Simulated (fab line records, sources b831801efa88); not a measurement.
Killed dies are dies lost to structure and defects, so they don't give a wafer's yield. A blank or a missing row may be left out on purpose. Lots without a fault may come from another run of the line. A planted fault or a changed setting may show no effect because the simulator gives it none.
Which tool did it? | flow sfq_line | 16 lots, 48 wafers sampled, at 1 step of a route of 325

WHAT THE GAUGES READ, wafer by wafer
The record holds no reading of a measuring or inspecting step that can be judged against a usual standard deviation.

WHICH TOOL RAN EACH LOT (tool, then ch and the chambers of the sampled wafers, then the start)
lot  | SFQ_TRILAYER_I4_CMP_CMP_100
L544 | cmp-01 ch 1,3, day 36 01:24
L545 | cmp-01 ch 0,3, day 36 03:54
L546 | cmp-01 ch 0,2,3, day 36 07:54
L549 | cmp-01 ch 1,2,3, day 37 00:54
L550 | cmp-01 ch 0,1,3, day 37 10:54
L551 | cmp-01 ch 0,1, day 37 12:54
L553 | cmp-01 ch 1,3, day 37 21:54
L554 | cmp-02 ch 0,2,3, day 38 06:35
L556 | cmp-01 ch 0,1, day 38 15:54
L561 | cmp-02 ch 0,1,2, day 40 04:35
L562 | cmp-02 ch 1,2,3, day 40 09:35
L563 | cmp-01 ch 1,2, day 40 21:54
L564 | cmp-02 ch 0,1, day 41 06:35
L565 | cmp-01 ch 1,2,3, day 41 13:49
L566 | cmp-01 ch 0,1,2, day 41 16:49
L567 | cmp-01 ch 0,3, day 41 18:49
- SFQ_TRILAYER_I4_CMP_CMP_100: polishes SiO2.

WHAT THE TOOLS THEMSELVES READ (means of the sampled wafers that have a number; where no wafer has one, the mark that the record gives instead)
SFQ_TRILAYER_I4_CMP_CMP_100. Usual: edge_zone_pressure_frac 1.000, standard deviation 0.0051; head_pressure_psi 3.000 psi, standard deviation 0.006; motor_current_A 9.8 A, standard deviation 0.7; slurry_flow_ml_min 150.0, standard deviation 0.46; time_to_endpoint_s 217 s, standard deviation 9.5.
lot  | tool   | edge_zone_pressure_frac | head_pressure_psi (psi) | motor_current_A (A) | slurry_flow_ml_min | time_to_endpoint_s (s) | flag
L544 | cmp-01 | 0.998                   | 2.997                   | 9.3                 | 149.8              | 210                    |
L545 | cmp-01 | 0.997                   | 2.995                   | 9.3                 | 149.7              | 219                    |
L546 | cmp-01 | 0.996                   | 3.003                   | 9.6                 | 150.4              | 226                    |
L549 | cmp-01 | 1.005                   | 3.006                   | 9.7                 | 150.2              | 213                    |
L550 | cmp-01 | 0.996                   | 3.173                   | 9.7                 | 150.1              | 205                    | OFF
L551 | cmp-01 | 0.999                   | 3.172                   | 9.7                 | 150.2              | 202                    | OFF
L553 | cmp-01 | 1.007                   | 3.171                   | 9.7                 | 149.9              | 197                    | OFF
L554 | cmp-02 | 1.005                   | 2.998                   | 10.5                | 149.9              | 210                    |
L556 | cmp-01 | 0.995                   | 3.170                   | 10.1                | 150.0              | 197                    | OFF
L561 | cmp-02 | 1.000                   | 3.003                   | 9.7                 | 150.2              | 223                    |
L562 | cmp-02 | 0.999                   | 3.005                   | 10.4                | 149.8              | 215                    |
L563 | cmp-01 | 1.001                   | 3.001                   | 9.7                 | 149.8              | 216                    |
L564 | cmp-02 | 0.998                   | 2.997                   | 8.9                 | 150.0              | 222                    |
L565 | cmp-01 | 0.997                   | 2.999                   | 9.5                 | 150.2              | 210                    |
L566 | cmp-01 | 0.998                   | 3.000                   | 9.7                 | 149.8              | 220                    |
L567 | cmp-01 | 1.002                   | 2.996                   | 9.4                 | 150.0              | 218                    |

THE ANSWER, worked out from the rows above alone
Rule: a lot is off if the mean of its wafers that have a number lies more than 3 standard deviations from the usual mean. A lot without any number at a reading at which 4 lots or more have one is off too. The other lots that the step has rows for count as sound. The gauges are gone through in route order, then the tools' own readings, and for those a lot's mean is taken as printed above. The first step at which some lot is off is used, and at that step the reading that is off furthest; a lot without a number counts as furthest.
Off: L550, L551, L553, L556, at SFQ_TRILAYER_I4_CMP_CMP_100 (head_pressure_psi).
A tool fits if, at that step or a process step before it, it ran every lot that is off, and no sound lot after the first of them. None of those tried fits.

WHAT THE SIMULATOR HAD PUT IN
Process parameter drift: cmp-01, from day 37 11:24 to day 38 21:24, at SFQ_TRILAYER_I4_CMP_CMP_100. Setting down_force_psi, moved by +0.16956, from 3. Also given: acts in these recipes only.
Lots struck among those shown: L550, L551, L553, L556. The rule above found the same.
